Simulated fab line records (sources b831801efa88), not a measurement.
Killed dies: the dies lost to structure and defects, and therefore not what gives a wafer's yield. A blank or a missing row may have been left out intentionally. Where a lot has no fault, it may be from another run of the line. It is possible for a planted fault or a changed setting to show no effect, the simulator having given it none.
Problem report, 8D (eight disciplines) form, completed by code -- flow sky130 -- the parts of the form that need people (team, actions taken, sign-off) are left out

1. WHAT WENT WRONG
killed_at_M4_up at SKY_PAD_OPEN_PROBE_99 reads a mean of 48.7 on 3 wafers of 2 lots; wafers without a fault read 3.0 with a standard deviation of 1.6. Measured from the usual mean, that is +29 standard deviations.
Earliest sighting: wafer L497.2 on prober-01 at day 47 10:49. At this step, 36 wafers from 12 lots have a number in the record. The rule behind "out" and "out of limits": a value lying over 4 standard deviations away from the usual mean. All remaining wafers that have a number are taken as sound.

2. WHAT IT IS; WHAT IT IS NOT
question,is,is not
which readings at this step,"killed_at_M4_up, defect-limited-yield, killed-dies, sort_bin_5_function, sort-n-pass, sort-yield-pct","killed_at_M0_to_M3, killed-at-contacts, killed-at-front-end, killed-at-other, killed-open, killed-short, sort_bin_6_memory"
which lots,"L497, L498","L492, L493, L495, L502, L504, L506, L510, L511, L514, L515"
which wafers of those lots,"L497.2, L497.5, L498.4","L497.6, L498.1, L498.3"
read on which tools,"prober-01, prober-02",-
when,from day 47 10:49,"up to then (9 sound wafers); but 24 sound wafers of L497, L498, L502, L504, L506, L510, L511, L514, L515 came after"

3. WHAT RULES OUT EACH SUSPECT
Counting: a tool at a process step up to the reading stays a suspect if it ran every lot that is out. Sound lots after the first of them don't rule it out here, since some wafers of a struck lot are sound.
- plasma-asher-01 at SKY_METAL2_STRIP_20 (strips in O2/N2): kept. It processed each lot that is out (first: L497, day 37 05:55); up to then, its last sound lot is L495 (day 36 17:39).
- cvd-w-01 at SKY_VIA2_CVD_21 (deposits W, target thk 420 nm, time 126.4 s): kept. It ran every lot that is out, first L497 (day 38 09:20).
- pvd-sputter-04 at SKY_METAL5_SPUTTER_02 (material AlCu, target thk 1150 nm, time 61.2 s): kept. It processed each lot that is out (first: L497, day 44 16:11); up to then, its last sound lot is L495 (day 44 05:58).
Still standing after the count: plasma-asher-01 at SKY_METAL2_STRIP_20, cvd-w-01 at SKY_VIA2_CVD_21, pvd-sputter-04 at SKY_METAL5_SPUTTER_02.

4. THE CAUSE (what the simulator had put in)
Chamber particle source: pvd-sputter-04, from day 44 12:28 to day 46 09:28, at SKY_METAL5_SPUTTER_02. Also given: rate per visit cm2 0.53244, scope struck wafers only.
This tool is one of the 3 suspects left after counting.

5. SEQUENCE OF EFFECTS, ordered by route
One row per reading whose mean, taken over the struck wafers that have a number, lies over 3 standard deviations from the usual. Scope: only readings with a usual standard deviation given in the record; hours: median across lots of the time from each lot's start at the first step in this table that gives one to its start at this step; sigmas: change in usual standard deviations.
hours,step,reading,usual,on struck wafers,change,sigmas
0,SKY_PAD_OPEN_PROBE_99,defect-limited-yield,82.6 %,72.9,-9.7,-5.1
0,SKY_PAD_OPEN_PROBE_99,killed_at_M4_up,3.0,48.7,+45.7,+29
0,SKY_PAD_OPEN_PROBE_99,killed-dies,86,134,+48,+5.1
0,SKY_PAD_OPEN_PROBE_99,sort_bin_5_function,10.3 %,18.4,+8.1,+5.4
0,SKY_PAD_OPEN_PROBE_99,sort-n-pass,406,358,-48,-5.1
0,SKY_PAD_OPEN_PROBE_99,sort-yield-pct,82.6 %,72.9,-9.7,-5.1
Its process steps:
- SKY_PAD_OPEN_PROBE_99

6. HOW IT WOULD HAVE BEEN CAUGHT EARLIER
70 hours passed between the start of the fault at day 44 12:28 and the first reading out of limits in this record, taken at day 47 10:49.
Tool readings at SKY_METAL5_SPUTTER_02 with a usual standard deviation given in the record: none out on any struck wafer, hence no alarm at a limit of 4 standard deviations on them.
Each of the lots that are out, 2 in all, had begun SKY_METAL5_SPUTTER_02 on pvd-sputter-04 no later than day 47 10:49. None of them would have been spared by holding the tool at that moment.
